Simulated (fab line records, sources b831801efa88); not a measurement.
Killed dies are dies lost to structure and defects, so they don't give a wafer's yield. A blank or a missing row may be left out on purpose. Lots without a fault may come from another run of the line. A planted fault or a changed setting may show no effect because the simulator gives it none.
Which tool did it? | flow sky130 | 12 lots, 34 wafers sampled, at 6 steps of a route of 708

WHAT THE GAUGES READ, wafer by wafer
SKY_METAL2_CD_MEAS_15: target cd 140 nm.
lot  | measured     | on        | cd_nm (nm)
L630 | day 35 11:07 | cd_sem-02 | 141.2 141.4 139.7
L631 | day 35 19:05 | cd_sem-01 | 138.0 138.3 138.6
L632 | day 36 00:15 | cd_sem-01 | 141.7 140.8 142.2
L633 | day 36 21:43 | cd_sem-02 | 141.1 140.7 141.1
L634 | day 37 19:23 | cd_sem-01 | 137.6 138.8 138.4
L636 | day 38 01:47 | cd_sem-01 | 139.7 137.6 141.2
L635 | day 38 04:09 | cd_sem-02 | 137.5 137.6 136.5
L639 | day 38 21:51 | cd_sem-01 | 140.8
L645 | day 40 06:49 | cd_sem-01 | 140.6 140.6 139.8
L648 | day 41 01:21 | cd_sem-01 | 139.5 139.9 140.2
L650 | day 41 07:47 | cd_sem-02 | 138.4 137.5 137.9
L652 | day 42 02:49 | cd_sem-01 | 141.7 142.9 142.4

SKY_VIA2_RS_MEAS_22: measures by four-point-probe.
lot  | measured     | on            | VIA2_W_RS (ohm/sq)
L630 | day 36 16:28 | film_metro-04 | 0.2733 0.2727 0.2694
L631 | day 37 00:43 | film_metro-02 | 0.2758 0.2764 0.2793
L632 | day 37 04:47 | film_metro-01 | 0.2716 0.2694 0.2704
L633 | day 38 00:41 | film_metro-02 | 0.2726 0.2755 0.2739
L634 | day 39 00:32 | film_metro-04 | 0.2741 0.2772 0.2746
L636 | day 39 06:26 | film_metro-02 | 0.2734 0.2730 0.2715
L635 | day 39 09:02 | film_metro-01 | 0.2736 0.2729 0.2737
L639 | day 40 03:19 | film_metro-02 | 0.2732
L645 | day 41 09:11 | film_metro-04 | 0.2723 0.2738 0.2742
L648 | day 42 04:30 | film_metro-01 | 0.2769 0.2770 0.2781
L650 | day 42 09:17 | film_metro-02 | 0.2742 0.2733 0.2774
L652 | day 43 05:47 | film_metro-02 | 0.2695 0.2772 0.2704

SKY_CAPM_RS_MEAS_03: measures by four-point-probe.
lot  | measured     | on            | CAPM_TIN_RS (ohm/sq)
L630 | day 36 17:17 | film_metro-01 | 6.94 6.93 6.89
L631 | day 37 01:32 | film_metro-03 | 6.83 6.91 6.78
L632 | day 37 05:37 | film_metro-01 | 6.73 6.93 6.80
L633 | day 38 01:31 | film_metro-02 | 6.86 6.84 6.85
L634 | day 39 01:38 | film_metro-02 | 6.95 6.96 6.96
L636 | day 39 07:15 | film_metro-01 | 6.94 6.89 7.01
L635 | day 39 09:52 | film_metro-01 | 6.87 6.97 6.90
L639 | day 40 04:09 | film_metro-02 | 6.61
L645 | day 41 10:01 | film_metro-02 | 6.95 6.83 6.90
L648 | day 42 05:19 | film_metro-01 | 6.95 7.06 6.95
L650 | day 42 10:06 | film_metro-02 | 6.75 6.82 6.75
L652 | day 43 06:57 | film_metro-02 | 6.81 6.83 6.96

SKY_CAPM_THK_MEAS_04: measures by xrf.
lot  | measured     | on            | CAPM_TIN_THK (nm)
L630 | day 36 17:23 | film_metro-01 | 197.5 198.5 199.1
L631 | day 37 01:40 | film_metro-03 | 200.7 198.6 201.3
L632 | day 37 05:44 | film_metro-01 | 202.0 197.3 202.4
L633 | day 38 01:38 | film_metro-02 | 200.7 201.0 201.0
L634 | day 39 01:45 | film_metro-02 | 196.0 197.9 195.9
L636 | day 39 07:22 | film_metro-01 | 197.3 199.9 196.1
L635 | day 39 09:58 | film_metro-01 | 200.5 196.4 198.9
L639 | day 40 04:16 | film_metro-02 | 207.7
L645 | day 41 10:08 | film_metro-02 | 196.8 200.9 197.9
L648 | day 42 05:26 | film_metro-01 | 197.2 193.9 198.1
L650 | day 42 10:13 | film_metro-02 | 202.7 200.4 201.1
L652 | day 43 07:04 | film_metro-02 | 201.1 200.5 197.7

WHICH TOOL RAN EACH LOT (tool, then ch and the chambers of the sampled wafers, then the start)
lot  | SKY_VIA2_ETCH_14                   | SKY_CAPM_SPUTTER_02
L630 | rie_diel-04 ch 0,2,3, day 36 15:29 | pvd_sputter-02, day 36 17:08
L631 | rie_diel-01 ch 2,3, day 36 23:47   | pvd_sputter-04, day 37 01:26
L632 | rie_diel-02 ch 0,3, day 37 03:50   | pvd_sputter-01, day 37 05:29
L633 | rie_diel-01 ch 0,1,3, day 37 23:44 | pvd_sputter-02, day 38 01:24
L634 | rie_diel-01 ch 0,1, day 38 23:17   | pvd_sputter-02, day 39 01:31
L636 | rie_diel-04 ch 1,2,3, day 39 05:32 | pvd_sputter-01, day 39 07:08
L635 | rie_diel-02 ch 0,1, day 39 08:05   | pvd_sputter-02, day 39 09:44
L639 | rie_diel-04 ch 1, day 40 02:20     | pvd_sputter-02, day 40 04:01
L645 | rie_diel-04 ch 1,2,3, day 41 08:17 | pvd_sputter-01, day 41 09:54
L648 | rie_diel-02 ch 0,2, day 42 03:35   | pvd_sputter-04, day 42 05:11
L650 | rie_diel-02 ch 0,1,3, day 42 08:23 | pvd_sputter-01, day 42 09:59
L652 | rie_diel-01 ch 1,2,3, day 43 04:53 | pvd_sputter-04, day 43 06:50
- SKY_VIA2_ETCH_14: etches BARC in N2/H2, stops on SiO2, time 45.9 s, target depth 60 nm.
- SKY_CAPM_SPUTTER_02: material TiN, target thk 200 nm, time 166.7 s.

WHAT THE TOOLS THEMSELVES READ (means of the sampled wafers that have a number; where no wafer has one, the mark that the record gives instead)
SKY_VIA2_ETCH_14.
lot  | tool        | drypump_motor_current_A (A) | oes_product_au (a.u.) | throttle_valve_pct (%)
L630 | rie_diel-04 | 5.1                         | 0.851                 | 13.227
L631 | rie_diel-01 | 5.8                         | 0.855                 | 13.230
L632 | rie_diel-02 | 6.5                         | 0.856                 | 13.231
L633 | rie_diel-01 | 5.5                         | 0.853                 | 13.226
L634 | rie_diel-01 | 5.4                         | 0.851                 | 13.221
L636 | rie_diel-04 | 5.5                         | 0.850                 | 13.230
L635 | rie_diel-02 | 6.1                         | 0.854                 | 13.217
L639 | rie_diel-04 | 6.3                         | 0.864                 | 13.235
L645 | rie_diel-04 | 5.5                         | 0.853                 | 13.221
L648 | rie_diel-02 | 5.8                         | 0.856                 | 13.220
L650 | rie_diel-02 | 6.2                         | 0.855                 | 13.217
L652 | rie_diel-01 | 5.7                         | 0.855                 | 13.213

SKY_CAPM_SPUTTER_02.
lot  | tool           | chamber_pressure_pa (Pa) | throttle_valve_pct (%)
L630 | pvd_sputter-02 | 0.3991                   | 29.8
L631 | pvd_sputter-04 | 0.4006                   | 31.6
L632 | pvd_sputter-01 | 0.4007                   | 30.3
L633 | pvd_sputter-02 | 0.4010                   | 29.7
L634 | pvd_sputter-02 | 0.3993                   | 30.4
L636 | pvd_sputter-01 | 0.4007                   | 29.3
L635 | pvd_sputter-02 | 0.3999                   | 31.4
L639 | pvd_sputter-02 | 0.4007                   | 28.8
L645 | pvd_sputter-01 | 0.4002                   | 29.4
L648 | pvd_sputter-04 | 0.3997                   | 31.1
L650 | pvd_sputter-01 | 0.3994                   | 29.7
L652 | pvd_sputter-04 | 0.3998                   | 31.3

THE ANSWER, worked out from the rows above alone
Rule: what is usual is taken from the lots themselves. Put in order of their means at a reading, lots are off if they are a third of the lots or fewer, leave a main group of 4 or more, and stand apart from it by a gap of 3 or more times the standard deviation of the main group's means; of several such gaps the widest counts. A main group whose means are all the same, to the digits that the tables above print for the reading, isn't used. A lot without any number at a reading at which 4 lots or more have one is off too. The other lots that the step has rows for count as sound. The gauges are gone through in route order, then the tools' own readings, and for those a lot's mean is taken as printed above. The first step at which some lot is off is used, and at that step the reading that is off furthest; a lot without a number counts as furthest.
Off: L639, at SKY_CAPM_THK_MEAS_04 (CAPM_TIN_THK). The main group: mean 199.0 nm, standard deviation 1.6.
A tool fits if, at a process step before that reading, it ran every lot that is off, and no sound lot after the first of them. The gauges at SKY_CAPM_THK_MEAS_04 aren't tried: what is off there is off at SKY_VIA2_ETCH_14 too, on other tools, and a gauge's error can't cause that. One fits: pvd_sputter-02 at SKY_CAPM_SPUTTER_02. Its last sound lot is L635 (day 39 09:44), its first lot that is off L639 (day 40 04:01): a fault that began between those two fits.

WHAT THE SIMULATOR HAD PUT IN
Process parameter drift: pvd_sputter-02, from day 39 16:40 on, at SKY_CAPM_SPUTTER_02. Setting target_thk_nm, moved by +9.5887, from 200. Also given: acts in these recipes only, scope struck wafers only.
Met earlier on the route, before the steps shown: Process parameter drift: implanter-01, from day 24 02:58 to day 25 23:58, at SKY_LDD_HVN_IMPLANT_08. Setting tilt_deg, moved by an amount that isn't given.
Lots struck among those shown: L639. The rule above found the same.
